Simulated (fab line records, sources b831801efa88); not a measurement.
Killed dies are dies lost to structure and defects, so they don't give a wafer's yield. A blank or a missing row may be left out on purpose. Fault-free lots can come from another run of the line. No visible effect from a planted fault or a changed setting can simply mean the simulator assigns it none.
Matching of chambers || flow gf180mcu || cmp-01 running GF_V2_CMP_26: 4 sister chambers
The step polishes, stops on SiO2, t overpolish 15 s, target thk 0 nm. 4 wafers are shown with their chamber, then 7 later ones without.

## WAFERS WITH THEIR CHAMBER
{"wafer": "L195.1", "chamber": 1, "time-to-endpoint-s (s)": 80.3}
{"wafer": "L195.2", "chamber": 2, "time-to-endpoint-s (s)": 79.1}
{"wafer": "L195.5", "chamber": 3, "time-to-endpoint-s (s)": 85.1}
{"wafer": "L196.5", "chamber": 0, "time-to-endpoint-s (s)": 90.0}

## WAFERS MISSING THEIR CHAMBER
{"wafer": "L196.6", "time-to-endpoint-s (s)": 85.7}
{"wafer": "L203.1", "time-to-endpoint-s (s)": 90.6}
{"wafer": "L203.4", "time-to-endpoint-s (s)": 87.0}
{"wafer": "L203.5", "time-to-endpoint-s (s)": 84.0}
{"wafer": "L205.1", "time-to-endpoint-s (s)": 80.0}
{"wafer": "L205.4", "time-to-endpoint-s (s)": 79.2}
{"wafer": "L205.6", "time-to-endpoint-s (s)": 84.1}

## WHICH CHAMBER EACH ONE RAN IN
{"wafer": "L196.6", "from the rows above": 3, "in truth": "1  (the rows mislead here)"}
{"wafer": "L203.1", "from the rows above": 0, "in truth": 0}
{"wafer": "L203.4", "from the rows above": "can't be placed: 3 or 0", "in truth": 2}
{"wafer": "L203.5", "from the rows above": 3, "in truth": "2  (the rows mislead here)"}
{"wafer": "L205.1", "from the rows above": "can't be placed: 1 or 2", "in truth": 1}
{"wafer": "L205.4", "from the rows above": "can't be placed: 2 or 1", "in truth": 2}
{"wafer": "L205.6", "from the rows above": 3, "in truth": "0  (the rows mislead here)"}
Correct placement for 1 of the 7. Cannot be placed on the basis of these rows: 3; the candidates contain the true chamber in 2. 3 placed wrongly.
How it was worked out, from the rows above alone: a wafer's distance from a chamber is the root of the sum, over the readings, of the square of ((its reading less the chamber's mean) divided by the reading's scatter). The wafer belongs to the nearest chamber; if the next one is less than 2 further off, it can't be placed. A chamber's mean is the mean of its shown wafers. The scatter: root of mean squared gap, hidden wafer to nearest shown wafer, with one shown wafer a chamber.
